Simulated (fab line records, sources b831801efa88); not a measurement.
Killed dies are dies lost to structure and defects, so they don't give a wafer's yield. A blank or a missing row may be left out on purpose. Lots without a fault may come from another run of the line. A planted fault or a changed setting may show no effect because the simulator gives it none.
Chamber matching | flow sky130 | SKY_LI_CONTACT_CMP_02 on cmp-02: 4 sister chambers
The step polishes PSG. 4 wafers are shown with their chamber, then 7 later ones without.

WAFERS WITH THEIR CHAMBER
wafer  | chamber | motor_current_A (A)
L602.1 | 1       | 12.5
L606.5 | 2       | 13.9
L607.1 | 0       | 12.3
L607.2 | 3       | 13.5

WAFERS WITHOUT THEIR CHAMBER
wafer  | motor_current_A (A)
L607.4 | 12.7
L618.1 | 12.7
L618.3 | 14.4
L618.6 | 13.2
L619.1 | 13.8
L619.4 | 14.1
L619.6 | 15.2

WHICH CHAMBER EACH WENT THROUGH
wafer  | from the rows above               | in truth
L607.4 | can't be placed: 1 or 0 or 3 or 2 | 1
L618.1 | can't be placed: 1 or 0 or 3 or 2 | 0
L618.3 | can't be placed: 2 or 3           | 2
L618.6 | can't be placed: 3 or 1 or 2 or 0 | 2
L619.1 | can't be placed: 2 or 3           | 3
L619.4 | can't be placed: 2 or 3           | 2
L619.6 | can't be placed: 2 or 3           | 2
Placed correctly: 0 of 7. Can't be placed from these rows: 7 (the true chamber is among the candidates in 7). Placed wrongly: 0.
How it was worked out, from the rows above alone: a wafer's distance from a chamber is the root of the sum, over the readings, of the square of ((its reading less the chamber's mean) divided by the reading's scatter). The wafer belongs to the nearest chamber; if the next one is less than 2 further off, it can't be placed. A chamber's mean is the mean of its shown wafers. The scatter: with one shown wafer a chamber, the root of the mean of the squares of how far each hidden wafer lies from its nearest shown one.
